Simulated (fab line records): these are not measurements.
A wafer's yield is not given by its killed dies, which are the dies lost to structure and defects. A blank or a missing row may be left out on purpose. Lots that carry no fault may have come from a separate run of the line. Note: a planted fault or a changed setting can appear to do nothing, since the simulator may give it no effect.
2 desks looking at one fault / flow sky130 / every desk sees just its own numbers, and what lay behind them comes last

== AT THE TOOL OWNER'S DESK: pvd sputter-04 ==
The tool's own readings at SKY_METAL4_SPUTTER_02 (material AlCu, target thk 735 nm, time 39.1 s): means of the sampled wafers that have a number, for each lot that ran on this tool. If a lot's mean is further than 4 standard deviations from the usual mean, the lot is out of limits and carries the mark OUT (the distance appears in the brackets).
Columns: A = throttle valve pct at SKY_METAL4_SPUTTER_02, usual 30.1 %
lot=L969; first seen here=day 40 13:33; A=29.7
lot=L970; first seen here=day 40 17:45; A=31.5
lot=L971; first seen here=day 40 21:30; A=29.2
lot=L978; first seen here=day 42 21:07; A=31.5
lot=L979; first seen here=day 43 00:49; A=30.3
lot=L982; first seen here=day 43 17:55; A=31.1
lot=L983; first seen here=day 44 10:38; A=30.2
Result from this desk: across the 7 lots, nothing is out of limits.

== METROLOGY DESK ==
What the gauges read, lot by lot, whatever tool the lot ran on: means of the sampled wafers that have a number. If a lot's mean is further than 4 standard deviations from the usual mean, the lot is out of limits and carries the mark OUT (the distance appears in the brackets).
Columns: A = CAP2M_TIN_RS at SKY_CAP2M_RS_MEAS_03, usual 6.91 ohm/sq
lot=L969; first seen here=day 40 13:53; A=6.97
lot=L970; first seen here=day 40 18:05; A=6.76
lot=L971; first seen here=day 40 21:49; A=6.83
lot=L972; first seen here=day 41 09:45; A=6.80
lot=L973; first seen here=day 41 14:50; A=6.92
lot=L976; first seen here=day 42 04:36; A=6.87
lot=L978; first seen here=day 42 21:28; A=6.88
lot=L979; first seen here=day 43 01:07; A=6.97
lot=L980; first seen here=day 43 12:24; A=6.77
lot=L982; first seen here=day 43 18:14; A=6.90
lot=L983; first seen here=day 44 10:58; A=6.90
Result from this desk: across the 11 lots, nothing is out of limits.

== BROUGHT TOGETHER ==
The desk of the tool owner found nothing out of limits.
Metrology desk: nothing out of limits seen.

== WHAT HAD BEEN PUT IN BY THE SIMULATOR ==
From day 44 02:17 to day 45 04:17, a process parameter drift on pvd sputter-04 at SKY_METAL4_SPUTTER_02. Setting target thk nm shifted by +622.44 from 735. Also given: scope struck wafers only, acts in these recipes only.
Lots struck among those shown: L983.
